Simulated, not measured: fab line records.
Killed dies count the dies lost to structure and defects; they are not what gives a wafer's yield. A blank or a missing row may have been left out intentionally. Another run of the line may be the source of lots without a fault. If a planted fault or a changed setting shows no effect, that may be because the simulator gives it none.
fab line records -- flow sky130
record lots=7, wafers=19, last_day=50
route steps=708 shown LI_CONTACT@371 LOCAL_INTERCONNECT@387 PAD_OPEN@708
lots with no fault: from the same line, run without faults
start_h: start of the lot's first displayed wafer, in hours after the record's first day -- wait_h: how many hours have passed since the lot's step before this one -- " the same as in the row above -- L1.1+2: one row covering several wafers at once -- - no value, or no start was given -- * or withheld: withheld -- < > ~ a bound
route shown NAME@n: a module of which the file shows steps, and the number in the route of the first -- usual: mean and standard deviation over wafers with no fault -- same: alike in all rows -- chamber/n: place in a boat -- sites: the reading at each site -- _std_site: standard deviation across them -- _edge_site: outer sites' mean less inner sites' -- radius_mm: for every site, how far away it sits from the centre of the wafer -- mask NAME#n: copy n -- behind: the tool/chamber that last shaped the wafer -- hold: why the lot went on hold/how many hours it stayed there/how the hold came to an end -- device: the transistor (n, p or np) that didn't switch -- end of line: the route-end tests of the same wafers -- a step with no rows: only its recipe -- killed: dies lost to structure and defects at the first sort, not the wafer's yield -- map: a wafer's dies, marking killed ones x, the rest . and places with no die _
set.NAME: the setting as run; set.NAME@STEP: as run at that earlier step -- model.NAME: the simulator's own value behind a step, which no gauge read
lots at selected steps of the route; one table per step, one row per wafer
services: from which hour (start_h, from the record's first day; less than 0 if before it) a tool's chamber was out of use, for how many hours, and why
## steps
# step SKY_LI_CONTACT_EXPOSE_09
# recipe mask_id=LICM1, na=0.8, source_shape=annular, sigma_inner=0.55, sigma_outer=0.85, target_cd_nm=170, dose_mj=38
# step SKY_LI_CONTACT_PEB_10
# recipe peb_temp_c=withheld, peb_time_s=withheld, resist=KrF-thick
# step SKY_LI_CONTACT_DEVELOP_11
# recipe develop_time_s=60, resist=KrF-thick, dev_temp_c=21
# step SKY_LI_CONTACT_CD_MEAS_12
# recipe target_cd_nm=170
# usual cd_nm=169.7/1.7
lot.wafer,tool,chamber,start_h,wait_h,cd_nm
L351.1,cd_sem-02,-,692.98,-,172.6
L351.4,cd_sem-02,-,692.98,-,172.8
L351.5,cd_sem-02,-,692.98,-,172.5
L353.3,cd_sem-02,-,707.69,-,171.5
L353.5,cd_sem-02,-,707.69,-,172.8
L353.6,cd_sem-02,-,707.69,-,172.3
L369.2,cd_sem-01,-,816.02,-,170.0
L369.4,cd_sem-01,-,816.02,-,168.5
L370.1,cd_sem-01,-,829.38,-,170.5
L370.2,cd_sem-01,-,829.38,-,169.7
L370.3,cd_sem-01,-,829.38,-,167.7
L371.2,cd_sem-01,-,832.90,-,169.5
L371.5,cd_sem-01,-,832.90,-,170.2
L372.1,cd_sem-01,-,839.45,-,168.3
L372.3,cd_sem-01,-,839.45,-,168.0
L372.5,cd_sem-01,-,839.45,-,169.0
L373.3,cd_sem-01,-,842.39,-,171.6
L373.5,cd_sem-01,-,842.39,-,173.7
L373.6,cd_sem-01,-,842.39,-,172.5
# step SKY_LI_CONTACT_OVL_MEAS_13
# usual LI_CONTACT_OVL=5/6
lot.wafer,tool,chamber,start_h,wait_h,LI_CONTACT_OVL[nm]
L351.1,overlay-01,-,693.10,0.1,18
L351.4,overlay-01,-,693.10,0.1,12
L351.5,overlay-01,-,693.10,0.1,14
L353.3,overlay-02,-,707.78,0.1,2
L353.5,overlay-02,-,707.78,0.1,7
L353.6,overlay-02,-,707.78,0.1,14
L369.2,overlay-02,-,816.12,0.1,-5
L369.4,overlay-02,-,816.12,0.1,-2
L370.1,overlay-02,-,829.51,0.1,13
L370.2,overlay-02,-,829.51,0.1,9
L370.3,overlay-02,-,829.51,0.1,11
L371.2,overlay-02,-,833.01,0.1,-4
L371.5,overlay-02,-,833.01,0.1,1
L372.1,overlay-02,-,839.57,0.1,15
L372.3,overlay-02,-,839.57,0.1,15
L372.5,overlay-02,-,839.57,0.1,20
L373.3,overlay-01,-,842.48,0.1,8
L373.5,overlay-01,-,842.48,0.1,14
L373.6,overlay-01,-,842.48,0.1,5
# step SKY_LI_CONTACT_ETCH_14
# recipe chemistry=N2/H2, target=BARC, ion_energy_ev=200, source_w=500, bias_w=100, pressure_mtorr=30, n2_flow_sccm=100, h2_flow_sccm=200, stop_on=SiO2, time_s=45.9, target_depth_a=600
# usual drypump_motor_current_A=6.0/0.51, oes_product_au=0.855/0.0049, throttle_valve_pct=13.225/0.0092
lot.wafer,tool,chamber,start_h,wait_h,drypump_motor_current_A,oes_product_au,rf_hours_counter_h,throttle_valve_pct
L351.1,rie_diel-02,0,693.13,0.0,6.2,0.856,33,13.218
L351.4,rie_diel-02,1,693.13,0.0,5.0,0.857,6,13.212
L351.5,rie_diel-02,2,693.13,0.0,5.2,0.860,-,13.218
L353.3,rie_diel-02,3,707.80,0.0,6.2,0.854,8,13.225
L353.5,rie_diel-02,3,707.80,0.0,6.2,0.859,-,13.219
L353.6,rie_diel-02,0,707.80,0.0,6.3,0.862,-,13.223
L369.2,rie_diel-01,0,816.15,0.0,6.0,0.853,14,13.220
L369.4,rie_diel-01,3,816.15,0.0,5.8,0.858,12,13.217
L370.1,rie_diel-04,3,829.55,0.0,5.9,0.852,15,13.229
L370.2,rie_diel-04,0,829.55,0.0,6.6,0.854,17,13.224
L370.3,rie_diel-04,1,829.55,0.0,6.1,0.849,19,13.208
L371.2,rie_diel-01,3,833.04,0.0,5.8,0.857,12,13.230
L371.5,rie_diel-01,0,833.04,0.0,6.1,0.854,-,13.215
L372.1,rie_diel-02,0,839.60,0.0,6.3,0.860,1,13.241
L372.3,rie_diel-02,1,839.60,0.0,4.9,0.848,10,13.247
L372.5,rie_diel-02,2,839.60,0.0,5.2,0.853,-,13.227
L373.3,rie_diel-04,2,842.50,0.0,5.6,0.850,13,13.236
L373.5,rie_diel-04,0,842.50,0.0,6.6,0.852,-,13.225
L373.6,rie_diel-04,1,842.50,0.0,6.0,0.861,-,13.235
# step SKY_LI_CONTACT_ETCH_15
# recipe target=PSG, chemistry=C4F8/O2/Ar, stop_on=Si, taper_deg=4.15, mask_material=KrF-thick, source_w=1500, bias_w=1200, pressure_mtorr=40, c4f8_flow_sccm=withheld, O2_flow_sccm=6, Ar_flow_sccm=300, time_s=withheld, target_depth_a=6000
# usual oes_product_au=0.838/0.0049
lot.wafer,tool,chamber,start_h,wait_h,oes_product_au
L351.1,rie_diel-02,0,693.18,0.0,0.841
L351.4,rie_diel-02,1,693.18,0.0,0.831
L351.5,rie_diel-02,2,693.18,0.0,0.837
L353.3,rie_diel-02,3,707.85,0.0,0.836
L353.5,rie_diel-02,3,707.85,0.0,0.834
L353.6,rie_diel-02,0,707.85,0.0,0.836
L369.2,rie_diel-01,0,816.20,0.0,0.835
L369.4,rie_diel-01,3,816.20,0.0,0.844
L370.1,rie_diel-04,3,829.59,0.0,0.839
L370.2,rie_diel-04,0,829.59,0.0,0.838
L370.3,rie_diel-04,1,829.59,0.0,0.831
L371.2,rie_diel-01,3,833.08,0.0,0.840
L371.5,rie_diel-01,0,833.08,0.0,0.836
L372.1,rie_diel-02,0,839.65,0.0,0.841
L372.3,rie_diel-02,1,839.65,0.0,0.850
L372.5,rie_diel-02,2,839.65,0.0,0.835
L373.3,rie_diel-04,2,842.55,0.0,0.838
L373.5,rie_diel-04,0,842.55,0.0,0.835
L373.6,rie_diel-04,1,842.55,0.0,0.839
# step SKY_LI_CONTACT_STRIP_16
# recipe chemistry=O2/N2, power_w=1400, pressure_mtorr=1500, platen_temp_c=withheld, o2_flow_sccm=3000, n2_flow_sccm=300, overash_fraction=0.5
# step SKY_LI_CONTACT_CLEAN_17
# recipe chemistry=NMP, time_s=600, temp_c=60, dry=n2_spin
# step SKY_LI_CONTACT_PRE_CLEAN_18
# recipe gas=Ar, time_s=5.6, bias_v=358
# step SKY_LI_CONTACT_SPUTTER_19
# recipe material=Ti, target_thk_nm=20, chamber_pressure_pa=5, power_w=2500, substrate_temp_c=200, time_s=106.37
# usual throttle_valve_pct=29.4/1.1
lot.wafer,tool,chamber,start_h,wait_h,throttle_valve_pct
L351.1,pvd_sputter-03,-,693.56,0.0,29.2
L351.4,pvd_sputter-03,-,693.56,0.0,27.3
L351.5,pvd_sputter-03,-,693.56,0.0,29.6
L353.3,pvd_sputter-03,-,708.23,0.0,27.3
L353.5,pvd_sputter-03,-,708.23,0.0,29.1
L353.6,pvd_sputter-03,-,708.23,0.0,29.3
L369.2,pvd_sputter-04,-,816.58,0.0,29.5
L369.4,pvd_sputter-04,-,816.58,0.0,29.9
L370.1,pvd_sputter-04,-,829.97,0.0,29.3
L370.2,pvd_sputter-04,-,829.97,0.0,31.0
L370.3,pvd_sputter-04,-,829.97,0.0,29.8
L371.2,pvd_sputter-03,-,833.46,0.0,27.4
L371.5,pvd_sputter-03,-,833.46,0.0,29.1
L372.1,pvd_sputter-01,-,840.03,0.0,29.3
L372.3,pvd_sputter-01,-,840.03,0.0,30.9
L372.5,pvd_sputter-01,-,840.03,0.0,29.3
L373.3,pvd_sputter-03,-,842.93,0.0,26.9
L373.5,pvd_sputter-03,-,842.93,0.0,29.6
L373.6,pvd_sputter-03,-,842.93,0.0,27.1
# step SKY_LI_CONTACT_SPUTTER_20
# recipe material=TiN, target_thk_nm=20, chamber_pressure_pa=5, power_w=4000, time_s=80
# usual throttle_valve_pct=29.4/1.1
lot.wafer,tool,chamber,start_h,wait_h,throttle_valve_pct
L351.1,pvd_sputter-03,-,693.63,0.0,29.4
L351.4,pvd_sputter-03,-,693.63,0.0,27.1
L351.5,pvd_sputter-03,-,693.63,0.0,29.4
L353.3,pvd_sputter-03,-,708.30,0.0,27.3
L353.5,pvd_sputter-03,-,708.30,0.0,29.2
L353.6,pvd_sputter-03,-,708.30,0.0,29.3
L369.2,pvd_sputter-04,-,816.65,0.0,29.4
L369.4,pvd_sputter-04,-,816.65,0.0,29.8
L370.1,pvd_sputter-04,-,830.05,0.0,29.3
L370.2,pvd_sputter-04,-,830.05,0.0,31.1
L370.3,pvd_sputter-04,-,830.05,0.0,29.7
L371.2,pvd_sputter-03,-,833.53,0.0,27.3
L371.5,pvd_sputter-03,-,833.53,0.0,29.2
L372.1,pvd_sputter-01,-,840.10,0.0,29.2
L372.3,pvd_sputter-01,-,840.10,0.0,31.1
L372.5,pvd_sputter-01,-,840.10,0.0,29.2
L373.3,pvd_sputter-03,-,843.00,0.0,27.2
L373.5,pvd_sputter-03,-,843.00,0.0,29.6
L373.6,pvd_sputter-03,-,843.00,0.0,27.2
# step SKY_LI_CONTACT_CVD_21
# recipe material=W, target_thk_nm=400, time_s=120.56, temp_c=400, pressure_torr=40
# usual heater_power_w=809/56
lot.wafer,tool,chamber,start_h,wait_h,heater_power_w,model.W_of_LI_CONTACT_CVD_21.thk_nm
L351.1,cvd_w-02,0,693.69,0.0,797,396
L351.4,cvd_w-02,0,693.69,0.0,800,396
L351.5,cvd_w-02,1,693.69,0.0,877,389.2
L353.3,cvd_w-01,1,708.40,0.1,794,403.5
L353.5,cvd_w-01,0,708.40,0.1,702,400.1
L353.6,cvd_w-01,1,708.40,0.1,752,405.3
L369.2,cvd_w-02,0,816.71,0.0,809,222.9
L369.4,cvd_w-02,1,816.71,0.0,885,397.3
L370.1,cvd_w-02,0,830.11,0.0,826,404.5
L370.2,cvd_w-02,1,830.11,0.0,867,225.2
L370.3,cvd_w-02,0,830.11,0.0,800,399.4
L371.2,cvd_w-02,0,833.59,0.0,801,223.3
L371.5,cvd_w-02,1,833.59,0.0,870,226.7
L372.1,cvd_w-01,0,840.16,0.0,713,399.2
L372.3,cvd_w-01,1,840.16,0.0,771,399.5
L372.5,cvd_w-01,1,840.16,0.0,791,397.8
L373.3,cvd_w-01,1,843.10,0.1,796,400.1
L373.5,cvd_w-01,1,843.10,0.1,783,396.5
L373.6,cvd_w-01,0,843.10,0.1,711,391.9
# step SKY_LI_CONTACT_RS_MEAS_22
# recipe thk_meas_gauge=four-point-probe, reads=W_of_LI_CONTACT_CVD_21+TiN_of_LI_CONTACT_SPUTTER_20+Ti_of_LI_CONTACT_SPUTTER_19
# usual LI_CONTACT_W_RS=0.2865/0.0024
lot.wafer,tool,chamber,start_h,wait_h,LI_CONTACT_W_RS[ohm/sq]
L351.1,film_metro-03,-,693.82,0.1,0.2888
L351.4,film_metro-03,-,693.82,0.1,0.2883
L351.5,film_metro-03,-,693.82,0.1,0.2926
L353.3,film_metro-03,-,708.53,0.1,0.2829
L353.5,film_metro-03,-,708.53,0.1,0.2852
L353.6,film_metro-03,-,708.53,0.1,0.2811
L369.2,film_metro-02,-,816.86,0.1,0.5125
L369.4,film_metro-02,-,816.86,0.1,0.2875
L370.1,film_metro-01,-,830.24,0.1,0.2813
L370.2,film_metro-01,-,830.24,0.1,0.5068
L370.3,film_metro-01,-,830.24,0.1,0.2850
L371.2,film_metro-02,-,833.74,0.1,0.5125
L371.5,film_metro-02,-,833.74,0.1,0.5052
L372.1,film_metro-03,-,840.29,0.1,0.2850
L372.3,film_metro-03,-,840.29,0.1,0.2851
L372.5,film_metro-03,-,840.29,0.1,0.2862
L373.3,film_metro-01,-,843.23,0.1,0.2840
L373.5,film_metro-01,-,843.23,0.1,0.2873
L373.6,film_metro-01,-,843.23,0.1,0.2908
# step SKY_LI_CONTACT_THK_MEAS_23
# recipe thk_meas_gauge=xrf, reads=W_of_LI_CONTACT_CVD_21
# usual LI_CONTACT_W_THK=383/5.1
lot.wafer,tool,chamber,start_h,wait_h,LI_CONTACT_W_THK[nm]
L351.1,film_metro-03,-,693.94,0.1,376
L351.4,film_metro-03,-,693.94,0.1,379
L351.5,film_metro-03,-,693.94,0.1,372
L353.3,film_metro-03,-,708.63,0.1,386
L353.5,film_metro-03,-,708.63,0.1,384
L353.6,film_metro-03,-,708.63,0.1,389
L369.2,film_metro-02,-,816.97,0.1,218
L369.4,film_metro-02,-,816.97,0.1,383
L370.1,film_metro-01,-,830.36,0.1,391
L370.2,film_metro-01,-,830.36,0.1,219
L370.3,film_metro-01,-,830.36,0.1,386
L371.2,film_metro-02,-,833.85,0.1,219
L371.5,film_metro-02,-,833.85,0.1,222
L372.1,film_metro-03,-,840.41,0.1,381
L372.3,film_metro-03,-,840.41,0.1,381
L372.5,film_metro-03,-,840.41,0.1,380
L373.3,film_metro-01,-,843.33,0.1,380
L373.5,film_metro-01,-,843.33,0.1,378
L373.6,film_metro-01,-,843.33,0.1,375
# step SKY_LI_CONTACT_CMP_24
# recipe stop_on=PSG, t_overpolish_s=20, down_force_psi=3.5, platen_rpm=60, target_thk_nm=0, pad_velocity_m_s=0.94248
# usual head_pressure_psi=3.500/0.0078, motor_current_A=10.8/0.97, slurry_flow_ml_min=150.0/0.45, time_to_endpoint_s=97/4.3
lot.wafer,tool,chamber,start_h,wait_h,head_pressure_psi,motor_current_A,slurry_flow_ml_min,time_to_endpoint_s
L351.4,cmp-02,0,694.10,0.1,3.497,12.2,150.2,99
L351.1,cmp-02,1,694.10,0.1,3.501,12.3,150.1,97
L351.5,cmp-02,2,694.10,0.1,3.501,8.8,149.7,91
L353.3,cmp-02,3,708.77,0.1,3.492,10.5,149.6,97
L353.6,cmp-02,1,708.77,0.1,3.499,12.3,150.9,101
L353.5,cmp-02,2,708.77,0.1,3.502,9.0,150.2,93
L369.2,cmp-01,1,817.02,0.0,3.509,10.8,150.2,49
L369.4,cmp-01,2,817.02,0.0,3.488,11.1,150.1,98
L370.2,cmp-01,3,830.42,0.0,3.500,11.2,149.8,52
L370.1,cmp-01,1,830.42,0.0,3.506,10.6,150.7,94
L370.3,cmp-01,2,830.42,0.0,3.512,10.7,149.6,93
L371.2,cmp-01,2,833.95,0.1,3.497,10.5,150.4,53
L371.5,cmp-01,1,833.95,0.1,3.495,10.4,150.4,53
L372.1,cmp-01,2,840.57,0.1,3.498,10.3,150.1,97
L372.3,cmp-01,3,840.57,0.1,3.503,11.6,149.9,92
L372.5,cmp-01,0,840.57,0.1,3.488,10.4,150.3,94
L373.3,cmp-02,1,843.47,0.1,3.502,12.6,149.1,97
L373.5,cmp-02,3,843.47,0.1,3.491,10.7,150.4,96
L373.6,cmp-02,0,843.47,0.1,3.495,11.7,149.5,99
# step SKY_LOCAL_INTERCONNECT_SPUTTER_00
# recipe material=TiN, target_thk_nm=100, temp_c=300, power_w=6500, time_s=83.3, chamber_pressure_pa=0.4
# usual throttle_valve_pct=29.8/0.79
lot.wafer,tool,chamber,start_h,wait_h,throttle_valve_pct
L351.1,pvd_sputter-04,-,694.30,0.1,31.0
L351.4,pvd_sputter-04,-,694.30,0.1,29.8
L351.5,pvd_sputter-04,-,694.30,0.1,29.6
L353.3,pvd_sputter-02,-,708.97,0.1,30.5
L353.5,pvd_sputter-02,-,708.97,0.1,28.8
L353.6,pvd_sputter-02,-,708.97,0.1,31.1
L369.2,pvd_sputter-02,-,817.32,0.2,28.7
L369.4,pvd_sputter-02,-,817.32,0.2,29.7
L370.1,pvd_sputter-02,-,830.72,0.1,29.0
L370.2,pvd_sputter-02,-,830.72,0.1,30.8
L370.3,pvd_sputter-02,-,830.72,0.1,29.9
L371.2,pvd_sputter-01,-,834.20,0.2,31.1
L371.5,pvd_sputter-01,-,834.20,0.2,28.8
L372.1,pvd_sputter-01,-,840.77,0.1,29.4
L372.3,pvd_sputter-01,-,840.77,0.1,30.9
L372.5,pvd_sputter-01,-,840.77,0.1,31.0
L373.3,pvd_sputter-01,-,843.67,0.1,29.1
L373.5,pvd_sputter-01,-,843.67,0.1,28.8
L373.6,pvd_sputter-01,-,843.67,0.1,31.0
# step SKY_PAD_OPEN_PROBE_99
# usual killed_at_M0_to_M3=43/6.8, killed_at_M4_up=3.0/1.6, killed_at_contacts=25/6, killed_at_front_end=15/4.4, killed_at_other=0.3/0.52, killed_dies=86/9.6, killed_on_rim=17/3.5, killed_open=47/6.7, killed_short=39/6.8
# same gross_dies=492, killed_at_back_side=0
lot.wafer,tool,chamber,start_h,wait_h,killed_at_M0_to_M3,killed_at_M4_up,killed_at_contacts,killed_at_front_end,killed_at_other,killed_dies,killed_on_rim,killed_open,killed_short
L351.1,prober-02,-,1088.28,0.1,43,2,23,14,0,82,16,50,32
L351.4,prober-02,-,1088.43,0.2,51,4,33,16,0,104,20,55,49
L351.5,prober-02,-,1088.48,0.2,47,1,29,17,0,94,17,54,40
L353.3,prober-02,-,1098.01,0.2,34,4,21,13,0,72,13,47,25
L353.5,prober-02,-,1098.11,0.2,35,3,26,12,0,76,21,42,34
L353.6,prober-02,-,1098.16,0.2,43,1,25,11,0,80,14,53,27
L369.2,prober-02,-,1176.87,0.1,38,2,29,16,1,86,14,45,40
L369.4,prober-02,-,1176.97,0.2,44,6,30,20,1,101,20,63,38
L371.2,prober-02,-,1186.43,0.1,43,2,24,19,0,88,18,45,43
L371.5,prober-02,-,1186.58,0.2,46,2,28,13,0,89,15,55,34
L373.3,prober-02,-,1192.68,0.2,40,5,30,18,0,93,17,59,33
L373.5,prober-02,-,1192.78,0.2,46,2,30,18,0,96,17,54,41
L373.6,prober-02,-,1192.83,0.2,43,4,22,15,0,84,23,41,42
# killed by level:class
L351.1 VIA1:geometric_particle:open=17 VIA3:geometric_particle:open=7 CONTACT:geometric_particle:open=6 LI_CONTACT:geometric_particle:open=6 CONTACT:geometric_particle:short=5 FIELD_ISO:geometric_particle:open=4 LOCAL_INTERCONNECT:geometric_particle:short=4 VIA2:geometric_particle:short=4
L351.4 CONTACT:geometric_particle:open=14 VIA1:geometric_particle:open=11 METAL2:geometric_particle:short=9 VIA2:geometric_particle:open=7 LI_CONTACT:geometric_particle:open=7 CONTACT:geometric_particle:short=6 VIA3:geometric_particle:short=6 VIA2:geometric_particle:short=5
L351.5 LI_CONTACT:geometric_particle:open=11 VIA3:geometric_particle:open=10 CONTACT:geometric_particle:open=9 VIA1:geometric_particle:open=7 FIELD_ISO:geometric_particle:short=6 METAL1:geometric_particle:short=6 VIA1:geometric_particle:short=6 VIA2:geometric_particle:open=5
L353.3 CONTACT:geometric_particle:open=11 VIA2:geometric_particle:open=10 VIA1:geometric_particle:open=9 LI_CONTACT:geometric_particle:open=6 FIELD_ISO:geometric_particle:short=5 METAL4:geometric_particle:short=4 METAL1:geometric_particle:short=4 VIA3:geometric_particle:open=4
L353.5 CONTACT:geometric_particle:open=10 LI_CONTACT:geometric_particle:open=8 VIA2:geometric_particle:open=5 POLY_GATE:geometric_particle:open=5 VIA1:geometric_particle:short=5 METAL3:geometric_particle:short=5 VIA3:geometric_particle:open=5 LOCAL_INTERCONNECT:geometric_particle:short=4
L353.6 VIA1:geometric_particle:open=15 CONTACT:geometric_particle:open=11 VIA2:geometric_particle:open=8 VIA3:geometric_particle:open=6 METAL2:geometric_particle:short=6 FIELD_ISO:geometric_particle:open=5 LI_CONTACT:geometric_particle:open=5 LOCAL_INTERCONNECT:geometric_particle:short=5
L369.2 VIA1:geometric_particle:open=10 LI_CONTACT:geometric_particle:open=9 CONTACT:geometric_particle:open=8 FIELD_ISO:geometric_particle:short=7 METAL2:geometric_particle:short=6 VIA3:geometric_particle:open=6 METAL1:geometric_particle:short=5 LOCAL_INTERCONNECT:geometric_particle:short=4
L369.4 CONTACT:geometric_particle:open=12 VIA1:geometric_particle:open=10 VIA2:geometric_particle:open=9 LI_CONTACT:geometric_particle:open=8 POLY_GATE:geometric_particle:open=6 VIA3:geometric_particle:open=6 LOCAL_INTERCONNECT:geometric_particle:short=5 METAL1:geometric_particle:short=5
L371.2 VIA1:geometric_particle:open=8 VIA3:geometric_particle:open=8 CONTACT:geometric_particle:open=7 METAL2:geometric_particle:short=7 LI_CONTACT:geometric_particle:open=6 CONTACT:geometric_particle:short=6 VIA1:geometric_particle:short=5 VIA2:geometric_particle:short=5
L371.5 LI_CONTACT:geometric_particle:open=9 CONTACT:geometric_particle:short=9 VIA2:geometric_particle:open=9 VIA1:geometric_particle:open=9 CONTACT:geometric_particle:open=8 VIA3:geometric_particle:open=6 FIELD_ISO:geometric_particle:open=5 VIA1:geometric_particle:short=5
L373.3 VIA1:geometric_particle:open=15 CONTACT:geometric_particle:open=10 LI_CONTACT:geometric_particle:open=9 VIA2:geometric_particle:open=8 FIELD_ISO:geometric_particle:open=5 METAL1:geometric_particle:short=4 METAL2:geometric_particle:short=4 FIELD_ISO:geometric_particle:short=3
L373.5 VIA1:geometric_particle:open=10 LI_CONTACT:geometric_particle:open=9 VIA3:geometric_particle:open=9 CONTACT:geometric_particle:open=7 LOCAL_INTERCONNECT:geometric_particle:short=7 VIA2:geometric_particle:open=5 CONTACT:geometric_particle:short=4 VIA1:geometric_particle:short=4
L373.6 VIA1:geometric_particle:open=12 CONTACT:geometric_particle:open=8 FIELD_ISO:geometric_particle:short=7 VIA3:geometric_particle:open=7 VIA3:geometric_particle:short=6 VIA1:geometric_particle:short=5 LI_CONTACT:geometric_particle:open=4 LOCAL_INTERCONNECT:geometric_particle:short=4
## services
tool,chamber,start_h,hours,kind
rie_diel-01,-,672.02,1.4,repair
cvd_w-01,-,713.88,2.8,pm
cvd_w-01,-,718.41,0.8,repair
cvd_w-01,0,719.01,8.2,repair
rie_diel-01,2,733.81,9.6,repair
pvd_sputter-02,-,734.09,4.4,repair
cmp-01,-,740.25,1.4,repair
cmp-01,-,744.00,4.0,pm
rie_diel-04,3,747.32,3.8,repair
rie_diel-02,2,747.89,6.8,repair
cvd_w-01,-,751.16,3.8,pm
cmp-01,-,762.19,0.5,repair
pvd_sputter-03,-,773.14,2.6,repair
rie_diel-02,0,777.38,-,clean
rie_diel-02,0,777.38,19.9,scheduled_down
rie_diel-02,0,777.38,19.9,vent_cycle
cmp-02,-,796.69,1.6,repair
pvd_sputter-03,-,803.61,2.1,repair
pvd_sputter-04,-,809.72,2.0,repair
rie_diel-01,2,819.21,2.2,repair
cvd_w-02,-,819.51,2.8,pm
rie_diel-02,0,819.62,13.6,repair
rie_diel-02,-,837.46,0.7,repair
cmp-01,-,842.70,25.6,repair
## key
first_sign step=SKY_LI_CONTACT_RS_MEAS_22, reading=LI_CONTACT_W_RS, direction=up, sigmas=94, usual=0.2865, struck=0.5093
effect step=SKY_LI_CONTACT_THK_MEAS_23, reading=LI_CONTACT_W_THK, direction=down, sigmas=32, usual=383, struck=220
effect step=SKY_LI_CONTACT_CMP_24, reading=time_to_endpoint_s, direction=down, sigmas=10, usual=*, struck=*
model_effect step=SKY_LI_CONTACT_CVD_21, value=W_of_LI_CONTACT_CVD_21.thk_nm, without=398, struck=224.5
met_at SKY_LI_CONTACT_CVD_21
struck_wafers L369.2,L370.2,L371.2,L371.5
tester_left_out L369,L370,L371
onset_between 693.69 816.71
fault kind=process_parameter_drift, tool=cvd_w-02, chamber=-, onset_h=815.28, steps=SKY_LI_CONTACT_CVD_21, channel=target_thk_nm, offset=-174.47, shape=step, end_h=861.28, scope=struck_wafers_only, acts_in=these_recipes_only, stated=400
# tester_left_out: of these lots the tester's yield and bins aren't shown, on N5 and GAA mostly nor the transistor test; their killed dies are dies lost to structure and defects alone, not to doping, threshold or leakage, so they don't give the yield
